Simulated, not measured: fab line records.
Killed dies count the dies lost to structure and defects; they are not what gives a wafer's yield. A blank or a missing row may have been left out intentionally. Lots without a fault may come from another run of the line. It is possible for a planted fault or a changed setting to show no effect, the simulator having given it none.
fab line records -- flow sky130
record lots=6, wafers=18, lastDay=50
route steps=708 shown LDD_N@252 LDD_P@255 LDD_HVN@267 PAD_OPEN@708
lots that met no fault: taken from a fault-free run of the same line
startH: start of the lot's first displayed wafer, in hours after the record's first day -- waitH: hours elapsed since this lot's preceding step -- " same as the row above -- L1.1+2: one row covering several wafers at once -- - no value, or no start given -- * or withheld: withheld -- < > ~ a bound
route shown NAME@n: names a module that has steps shown in the file, with the first one's number in the route -- usual: the fault-free wafers' mean and standard deviation -- same: alike in all rows -- chamber/n: place in a boat -- sites: per-site readings -- _std_site: the values' standard deviation -- _edge_site: mean of outer sites minus mean of inner sites -- radiusMm: for every site, how far away it sits from the centre of the wafer -- mask NAME#n: copy n -- behind: tool/chamber where the wafer was last shaped -- hold: cause of the lot's hold/its duration in hours/its outcome -- device: whichever transistor did not switch (one of n, p or np) -- end of line: the same wafers' tests at the end of the route -- where a step has no rows: the recipe by itself -- killed: dies that structure and defects cost at the first sort, which is not the same as the wafer's yield -- map: the dies of a wafer, with x for killed, . for not killed, _ for no die there
set.NAME: the run value of the setting; set.NAME@STEP: its run value at that earlier step -- model.NAME: the simulator's own value behind a step, which no gauge read
lots at selected steps of the route; one table per step, one row per wafer
services: a tool's chamber out of use, with start hour (startH, from the record's first day; less than 0 if before it), hours out, and reason
## steps
# step SKY_LDD_N_IMPLANT_15
# recipe species=BF2, energyKev=50, doseCm2=5e+12, tiltDeg=30, rotationDeg=270
# step SKY_LDD_N_STRIP_16
# recipe chemistry=O2/N2, powerW=1400, pressureMtorr=1500, platenTempC=withheld, o2FlowSccm=3000, n2FlowSccm=300, overashFraction=0.5
# usual drypumpMotorCurrentA=5.5/0.5, oesProductAu=0.407/0.0047, stripTimeToEndpointS=4.314/0.017
lot.wafer,tool,chamber,startH,waitH,drypumpMotorCurrentA,oesProductAu,rfHoursCounterH,stripTimeToEndpointS
L824.2,plasmaAsher-04,1,396.56,0.1,5.5,0.408,72,4.312
L824.4,plasmaAsher-04,1,396.56,0.1,5.5,0.406,-,4.303
L824.5,plasmaAsher-04,0,396.56,0.1,6.1,0.408,-,4.308
L829.1,plasmaAsher-02,0,446.56,0.1,5.8,0.394,60,4.309
L829.4,plasmaAsher-02,1,446.56,0.1,4.8,0.411,-,4.317
L829.5,plasmaAsher-02,0,446.56,0.1,5.8,0.409,-,4.321
L839.2,plasmaAsher-02,1,547.06,0.1,4.8,0.411,71,4.327
L839.4,plasmaAsher-02,1,547.06,0.1,4.8,0.407,-,4.317
L839.6,plasmaAsher-02,0,547.06,0.1,5.7,0.406,-,4.283
L841.1,plasmaAsher-02,1,569.11,0.1,4.8,0.407,73,4.296
L841.4,plasmaAsher-02,1,569.11,0.1,4.8,0.409,-,4.312
L841.6,plasmaAsher-02,1,569.11,0.1,4.8,0.410,-,4.287
L843.1,plasmaAsher-02,1,579.93,0.1,4.8,0.405,74,4.288
L843.3,plasmaAsher-02,0,579.93,0.1,5.8,0.406,-,4.300
L843.4,plasmaAsher-02,1,579.93,0.1,4.8,0.406,-,4.300
L846.2,plasmaAsher-02,1,602.91,0.1,4.8,0.409,76,4.346
L846.3,plasmaAsher-02,0,602.91,0.1,5.7,0.404,-,4.344
L846.4,plasmaAsher-02,1,602.91,0.1,4.8,0.410,-,4.322
# step SKY_LDD_N_TW_MEAS_17
# usual LDD_N_TW=2573/16
lot.wafer,tool,chamber,startH,waitH,LDD_N_TW
L824.2,filmMetro-03,-,396.67,0.1,2572
L824.4,filmMetro-03,-,396.67,0.1,2572
L824.5,filmMetro-03,-,396.67,0.1,2575
L829.1,filmMetro-01,-,446.66,0.1,2545
L829.4,filmMetro-01,-,446.66,0.1,2548
L829.5,filmMetro-01,-,446.66,0.1,2547
L839.2,filmMetro-03,-,547.17,0.1,2594
L839.4,filmMetro-03,-,547.17,0.1,2593
L839.6,filmMetro-03,-,547.17,0.1,2594
L841.1,filmMetro-01,-,569.21,0.1,2554
L841.4,filmMetro-01,-,569.21,0.1,2557
L841.6,filmMetro-01,-,569.21,0.1,2571
L843.1,filmMetro-01,-,580.03,0.1,2572
L843.3,filmMetro-01,-,580.03,0.1,2577
L843.4,filmMetro-01,-,580.03,0.1,2572
L846.2,filmMetro-03,-,603.02,0.1,2595
L846.3,filmMetro-03,-,603.02,0.1,2583
L846.4,filmMetro-03,-,603.02,0.1,2583
# step SKY_LDD_P_DEHYDRATE_00
# recipe tempC=200, timeS=60
# step SKY_LDD_P_HMDS_01
# recipe primeTimeS=60, primeTempC=120
# step SKY_LDD_P_COAT_02
# recipe resist=NOVOLAK, spinRpm=3000, resistThkNm=1140
# step SKY_LDD_P_SOFTBAKE_03
# recipe tempC=90, timeS=60, resist=NOVOLAK
# step SKY_LDD_P_EXPOSE_04
# recipe maskId=PSDM, na=0.6, sourceShape=conventional, sigmaOuter=0.6, polarization=unpolarized, targetCdNm=380, doseMj=138
# step SKY_LDD_P_PEB_05
# recipe tempC=withheld, timeS=*, resist=NOVOLAK
# step SKY_LDD_P_DEVELOP_06
# recipe resist=NOVOLAK, developer=TMAH, developTimeS=60, devTempC=23
# step SKY_LDD_P_CD_MEAS_07
# recipe targetCdNm=380
# usual cdNm=380.2/2.6
lot.wafer,tool,chamber,startH,waitH,cdNm
L824.2,cdSem-02,-,426.42,0.1,377.4
L824.4,cdSem-02,-,426.42,0.1,377.7
L824.5,cdSem-02,-,426.42,0.1,376.3
L829.1,cdSem-02,-,478.04,0.1,378.4
L829.4,cdSem-02,-,478.04,0.1,375.5
L829.5,cdSem-02,-,478.04,0.1,378.3
L839.2,cdSem-01,-,576.69,0.1,382.3
L839.4,cdSem-01,-,576.69,0.1,379.0
L839.6,cdSem-01,-,576.69,0.1,385.3
L841.1,cdSem-01,-,598.69,0.1,382.0
L841.4,cdSem-01,-,598.69,0.1,380.2
L841.6,cdSem-01,-,598.69,0.1,380.3
L843.1,cdSem-01,-,609.25,0.1,377.5
L843.3,cdSem-01,-,609.25,0.1,380.0
L843.4,cdSem-01,-,609.25,0.1,378.1
L846.2,cdSem-01,-,631.79,0.1,380.1
L846.3,cdSem-01,-,631.79,0.1,379.8
L846.4,cdSem-01,-,631.79,0.1,377.5
# step SKY_LDD_P_OVL_MEAS_08
# usual LDD_P_OVL=-2.1/1.9
lot.wafer,tool,chamber,startH,waitH,LDD_P_OVL[nm]
L824.2,overlay-02,-,426.52,0.1,-3.2
L824.4,overlay-02,-,426.52,0.1,-2.2
L824.5,overlay-02,-,426.52,0.1,-4.1
L829.1,overlay-01,-,478.16,0.1,0.0
L829.4,overlay-01,-,478.16,0.1,-0.9
L829.5,overlay-01,-,478.16,0.1,0.4
L839.2,overlay-02,-,576.80,0.1,-4.1
L839.4,overlay-02,-,576.80,0.1,-3.8
L839.6,overlay-02,-,576.80,0.1,-4.6
L841.1,overlay-02,-,598.81,0.1,-1.7
L841.4,overlay-02,-,598.81,0.1,-2.0
L841.6,overlay-02,-,598.81,0.1,-2.4
L843.1,overlay-01,-,609.37,0.1,-1.9
L843.3,overlay-01,-,609.37,0.1,-3.3
L843.4,overlay-01,-,609.37,0.1,-2.5
L846.2,overlay-02,-,631.90,0.1,-4.1
L846.3,overlay-02,-,631.90,0.1,-2.9
L846.4,overlay-02,-,631.90,0.1,-2.9
# step SKY_LDD_P_IMPLANT_09
# recipe species=BF2, energyKev=25, doseCm2=1e+13, tiltDeg=withheld
# usual doseIonsCm2=9.999e+12/1.2e+10, faradayCurrentUA=56.4/1
lot.wafer,tool,chamber,startH,waitH,doseIonsCm2,faradayCurrentUA
L824.2,implanter-04,0,426.58,0.0,9.993e+12,55.8
L824.4,implanter-04,0,426.58,0.0,1.0016e+13,56.1
L824.5,implanter-04,0,426.58,0.0,1.0014e+13,55.3
L829.1,implanter-02,0,478.20,0.0,1.0011e+13,52.4
L829.4,implanter-02,0,478.20,0.0,9.999e+12,57.7
L829.5,implanter-02,0,478.20,0.0,1.0011e+13,57.4
L839.2,implanter-04,0,576.85,0.0,9.167e+12,51.6
L839.4,implanter-04,0,576.85,0.0,9.167e+12,53.8
L839.6,implanter-04,0,576.85,0.0,9.193e+12,52.3
L841.1,implanter-04,0,598.85,0.0,9.183e+12,51.6
L841.4,implanter-04,0,598.85,0.0,9.192e+12,52.2
L841.6,implanter-04,0,598.85,0.0,9.176e+12,50.6
L843.1,implanter-02,0,609.40,0.0,1.0006e+13,54.5
L843.3,implanter-02,0,609.40,0.0,9.997e+12,56.0
L843.4,implanter-02,0,609.40,0.0,9.992e+12,57.8
L846.2,implanter-02,0,631.95,0.0,1.0021e+13,58.0
L846.3,implanter-02,0,631.95,0.0,9.995e+12,56.6
L846.4,implanter-02,0,631.95,0.0,9.993e+12,55.9
# step SKY_LDD_P_STRIP_10
# recipe chemistry=O2/N2, powerW=1400, pressureMtorr=1500, platenTempC=withheld, o2FlowSccm=3000, n2FlowSccm=300, overashFraction=0.5
# usual drypumpMotorCurrentA=5.8/0.3, oesProductAu=0.716/0.0048, stripTimeToEndpointS=14.18/0.031
lot.wafer,tool,chamber,startH,waitH,drypumpMotorCurrentA,oesProductAu,rfHoursCounterH,stripTimeToEndpointS
L824.2,plasmaAsher-01,1,426.70,0.1,5.6,0.718,30,14.15
L824.4,plasmaAsher-01,0,426.70,0.1,6.2,0.720,-,14.11
L824.5,plasmaAsher-01,0,426.70,0.1,6.1,0.712,-,14.12
L829.1,plasmaAsher-03,0,478.35,0.1,6.0,0.720,77,14.20
L829.4,plasmaAsher-03,1,478.35,0.1,5.5,0.713,-,14.19
L829.5,plasmaAsher-03,0,478.35,0.1,6.0,0.721,-,14.20
L839.2,plasmaAsher-03,1,576.98,0.1,5.4,0.720,87,14.20
L839.4,plasmaAsher-03,0,576.98,0.1,5.9,0.718,-,14.21
L839.6,plasmaAsher-03,1,576.98,0.1,5.4,0.720,-,14.19
L841.1,plasmaAsher-03,0,599.00,0.1,6.0,0.713,89,14.17
L841.4,plasmaAsher-03,1,599.00,0.1,5.4,0.716,-,14.19
L841.6,plasmaAsher-03,0,599.00,0.1,6.0,0.715,-,14.21
L843.1,plasmaAsher-01,1,609.55,0.1,5.5,0.716,49,14.24
L843.3,plasmaAsher-01,0,609.55,0.1,6.1,0.714,-,14.19
L843.4,plasmaAsher-01,1,609.55,0.1,5.6,0.717,-,14.22
L846.2,plasmaAsher-01,1,632.08,0.1,5.6,0.714,51,14.18
L846.3,plasmaAsher-01,0,632.08,0.1,6.1,0.710,-,14.21
L846.4,plasmaAsher-01,1,632.08,0.1,5.6,0.717,-,14.24
# step SKY_LDD_P_TW_MEAS_11
# usual LDD_P_TW=636/4.7
lot.wafer,tool,chamber,startH,waitH,LDD_P_TW
L824.2,filmMetro-04,-,426.81,0.1,630
L824.4,filmMetro-04,-,426.81,0.1,631
L824.5,filmMetro-04,-,426.81,0.1,633
L829.1,filmMetro-03,-,478.45,0.1,639
L829.4,filmMetro-03,-,478.45,0.1,635
L829.5,filmMetro-03,-,478.45,0.1,637
L839.2,filmMetro-02,-,577.09,0.1,627
L839.4,filmMetro-02,-,577.09,0.1,625
L839.6,filmMetro-02,-,577.09,0.1,627
L841.1,filmMetro-04,-,599.10,0.1,617
L841.4,filmMetro-04,-,599.10,0.1,618
L841.6,filmMetro-04,-,599.10,0.1,618
L843.1,filmMetro-03,-,609.65,0.1,636
L843.3,filmMetro-03,-,609.65,0.1,635
L843.4,filmMetro-03,-,609.65,0.1,630
L846.2,filmMetro-04,-,632.19,0.1,627
L846.3,filmMetro-04,-,632.19,0.1,624
L846.4,filmMetro-04,-,632.19,0.1,627
# step SKY_LDD_HVN_DEHYDRATE_00
# recipe tempC=200, timeS=60
# step SKY_PAD_OPEN_PROBE_99
# usual killed_at_M0_to_M3=44/7.3, killed_at_M4_up=3.1/1.6, killedAtContacts=24/5.4, killedAtFrontEnd=15/4, killedAtOther=0.2/0.49, killedDies=86/10, killedOpen=48/7.3, killedShort=38/6.3
# same grossDies=492, killedAtBackSide=0
lot.wafer,tool,chamber,startH,waitH,killed_at_M0_to_M3,killed_at_M4_up,killedAtContacts,killedAtFrontEnd,killedAtOther,killedDies,killedOpen,killedShort,model.etest.tipP.rsOhmSq
L824.2,prober-02,-,1069.38,0.1,39,3,23,15,0,80,48,32,7023
L824.4,prober-02,-,1069.48,0.2,49,1,25,7,0,82,43,39,6968
L824.5,prober-02,-,1069.53,0.2,40,3,20,16,0,79,44,35,6976
L829.1,prober-01,-,1105.19,0.1,38,3,13,16,0,70,31,39,6731
L829.4,prober-01,-,1105.34,0.2,40,3,27,15,0,85,46,39,6771
L829.5,prober-01,-,1105.39,0.2,26,2,23,19,0,70,40,30,6768
L839.2,prober-01,-,1165.59,0.1,53,7,26,17,0,103,52,51,7236
L839.4,prober-01,-,1165.69,0.2,48,4,32,18,2,104,61,43,7239
L839.6,prober-01,-,1165.79,0.2,42,3,29,12,0,86,44,42,7324
L841.1,prober-02,-,1182.52,0.1,41,1,30,25,0,97,58,39,7503
L841.4,prober-02,-,1182.67,0.2,54,2,21,18,0,95,50,45,7401
L841.6,prober-02,-,1182.77,0.2,46,3,24,17,1,91,50,41,7340
L843.1,prober-01,-,1185.80,0.1,54,9,23,21,0,107,57,50,6720
L843.3,prober-01,-,1185.90,0.2,43,4,14,15,1,77,33,44,6782
L843.4,prober-01,-,1185.95,0.2,25,2,33,16,1,77,44,33,6788
L846.2,prober-02,-,1197.67,0.1,32,6,34,17,0,89,52,37,6889
L846.3,prober-02,-,1197.72,0.2,60,2,24,12,0,98,52,46,6891
L846.4,prober-02,-,1197.77,0.2,50,5,35,12,0,102,66,36,6883
# killed by level:class
L824.2 LI_CONTACT:geometricParticle:open=9 VIA1:geometricParticle:open=9 CONTACT:geometricParticle:open=6 METAL1:geometricParticle:short=6 VIA3:geometricParticle:open=6 FIELD_ISO:geometricParticle:open=5 VIA2:geometricParticle:open=5 FIELD_ISO:geometricParticle:short=4
L824.4 CONTACT:geometricParticle:open=11 VIA1:geometricParticle:open=8 VIA3:geometricParticle:open=8 METAL2:geometricParticle:short=8 VIA1:geometricParticle:short=7 VIA2:geometricParticle:open=7 CONTACT:geometricParticle:short=6 LI_CONTACT:geometricParticle:open=5
L824.5 VIA1:geometricParticle:open=13 CONTACT:geometricParticle:open=9 VIA2:geometricParticle:open=6 FIELD_ISO:geometricParticle:short=5 VIA3:geometricParticle:open=5 LOCAL_INTERCONNECT:geometricParticle:short=4 VIA2:geometricParticle:short=4 LI_CONTACT:geometricParticle:open=3
L829.1 VIA1:geometricParticle:open=7 METAL2:geometricParticle:short=7 VIA2:geometricParticle:open=6 FIELD_ISO:geometricParticle:open=4 POLY_GATE:geometricParticle:short=4 LI_CONTACT:geometricParticle:short=4 CONTACT:geometricParticle:open=4 METAL3:geometricParticle:short=4
L829.4 VIA2:geometricParticle:open=11 LI_CONTACT:geometricParticle:open=7 CONTACT:geometricParticle:open=7 VIA1:geometricParticle:open=6 CONTACT:geometricParticle:short=6 METAL1:geometricParticle:short=6 FIELD_ISO:geometricParticle:open=4 LOCAL_INTERCONNECT:geometricParticle:short=4
L829.5 CONTACT:geometricParticle:open=9 FIELD_ISO:geometricParticle:open=6 VIA2:geometricParticle:open=6 FIELD_ISO:geometricParticle:short=5 LI_CONTACT:geometricParticle:open=5 LOCAL_INTERCONNECT:geometricParticle:short=5 VIA1:geometricParticle:open=5 POLY_GATE:geometricParticle:short=4
L839.2 VIA1:geometricParticle:open=14 CONTACT:geometricParticle:open=11 VIA2:geometricParticle:open=7 METAL3:geometricParticle:short=6 VIA2:geometricParticle:short=6 CONTACT:geometricParticle:short=6 VIA1:geometricParticle:short=6 METAL4:geometricParticle:short=6
L839.4 CONTACT:geometricParticle:open=16 VIA1:geometricParticle:open=15 VIA3:geometricParticle:open=8 POLY_GATE:geometricParticle:short=6 CONTACT:geometricParticle:short=5 LI_CONTACT:geometricParticle:open=5 VIA1:geometricParticle:short=5 POLY_GATE:geometricParticle:open=4
L839.6 CONTACT:geometricParticle:open=11 VIA1:geometricParticle:open=10 LI_CONTACT:geometricParticle:open=8 METAL1:geometricParticle:short=6 VIA1:geometricParticle:short=6 POLY_GATE:geometricParticle:short=5 CONTACT:geometricParticle:short=5 VIA2:geometricParticle:open=5
L841.1 CONTACT:geometricParticle:open=13 VIA1:geometricParticle:open=11 VIA3:geometricParticle:open=8 LI_CONTACT:geometricParticle:open=6 FIELD_ISO:geometricParticle:open=5 FIELD_ISO:geometricParticle:short=5 LOCAL_INTERCONNECT:geometricParticle:short=5 METAL1:geometricParticle:short=4
L841.4 VIA1:geometricParticle:open=12 VIA2:geometricParticle:open=9 METAL1:geometricParticle:short=8 VIA3:geometricParticle:open=8 FIELD_ISO:geometricParticle:open=6 LI_CONTACT:geometricParticle:open=5 CONTACT:geometricParticle:short=5 CONTACT:geometricParticle:open=5
L841.6 VIA1:geometricParticle:open=10 VIA2:geometricParticle:open=9 CONTACT:geometricParticle:open=8 LI_CONTACT:geometricParticle:open=7 POLY_GATE:geometricParticle:short=6 FIELD_ISO:geometricParticle:short=5 VIA3:geometricParticle:open=5 CONTACT:geometricParticle:short=4
L843.1 VIA1:geometricParticle:open=15 VIA2:geometricParticle:open=8 LI_CONTACT:geometricParticle:open=7 METAL4:geometricParticle:short=7 FIELD_ISO:geometricParticle:short=6 CONTACT:geometricParticle:open=6 METAL3:geometricParticle:short=5 VIA3:geometricParticle:open=5
L843.3 VIA1:geometricParticle:open=9 VIA1:geometricParticle:short=7 METAL1:geometricParticle:short=7 VIA3:geometricParticle:short=6 METAL3:geometricParticle:short=6 FIELD_ISO:geometricParticle:open=5 CONTACT:geometricParticle:open=5 POLY_GATE:geometricParticle:short=4
L843.4 LI_CONTACT:geometricParticle:open=12 VIA1:geometricParticle:open=9 LOCAL_INTERCONNECT:geometricParticle:short=6 FIELD_ISO:geometricParticle:short=5 CONTACT:geometricParticle:open=5 CONTACT:geometricParticle:short=4 METAL2:geometricParticle:short=4 VIA2:geometricParticle:open=4
L846.2 CONTACT:geometricParticle:open=15 LI_CONTACT:geometricParticle:open=10 METAL1:geometricParticle:short=7 VIA1:geometricParticle:open=7 VIA2:geometricParticle:open=6 POLY_GATE:geometricParticle:open=5 LOCAL_INTERCONNECT:geometricParticle:short=5 METAL4:geometricParticle:short=5
L846.3 VIA1:geometricParticle:open=15 CONTACT:geometricParticle:open=11 VIA1:geometricParticle:short=9 METAL1:geometricParticle:short=7 VIA2:geometricParticle:open=6 METAL2:geometricParticle:short=6 POLY_GATE:geometricParticle:short=4 LI_CONTACT:geometricParticle:short=4
L846.4 CONTACT:geometricParticle:open=17 VIA1:geometricParticle:open=15 LI_CONTACT:geometricParticle:open=13 VIA2:geometricParticle:open=7 VIA1:geometricParticle:short=6 VIA3:geometricParticle:open=6 POLY_GATE:geometricParticle:short=4 METAL1:geometricParticle:short=4
## services
tool,chamber,startH,hours,kind
plasmaAsher-04,-,383.22,0.9,repair
plasmaAsher-04,-,421.25,9.0,pm
plasmaAsher-04,0,421.25,9.0,ventCycle
plasmaAsher-04,1,421.25,9.0,ventCycle
plasmaAsher-04,0,430.25,-,clean
plasmaAsher-04,1,430.25,-,clean
implanter-04,-,463.35,10.2,pm
plasmaAsher-01,-,495.33,0.6,repair
plasmaAsher-03,-,496.51,2.9,repair
implanter-02,-,497.83,1.9,repair
plasmaAsher-04,-,499.67,12.5,repair
implanter-04,-,547.65,1.6,repair
plasmaAsher-04,-,554.89,1.1,repair
implanter-02,-,588.67,0.7,repair
plasmaAsher-02,-,600.78,2.1,repair
## key
firstSign step=SKY_LDD_P_IMPLANT_09, reading=doseIonsCm2, direction=down, sigmas=68, usual=*, struck=*
effect step=SKY_LDD_P_IMPLANT_09, reading=faradayCurrentUA, direction=down, sigmas=4.2, usual=56.4, struck=52.0
effect step=SKY_LDD_P_TW_MEAS_11, reading=LDD_P_TW, direction=down, sigmas=2.9, usual=636, struck=622
modelEffect step=SKY_PAD_OPEN_PROBE_99, value=etest.tipP.rsOhmSq, without=6834, struck=7340
metAt SKY_LDD_P_IMPLANT_09
struckWafers L839.2,L839.4,L839.6,L841.1,L841.4,L841.6
testerLeftOut L839,L841
onsetBetween 426.58 576.85
fault kind=processParameterDrift, tool=implanter-04, chamber=-, onsetH=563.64, steps=SKY_LDD_P_IMPLANT_09, channel=doseCm2, offset=*, shape=step, endH=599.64, actsIn=*, stated=*
# testerLeftOut: of these lots the tester's yield and bins aren't shown, on N5 and GAA mostly nor the transistor test; their killed dies are dies lost to structure and defects alone, not to doping, threshold or leakage, so they don't give the yield
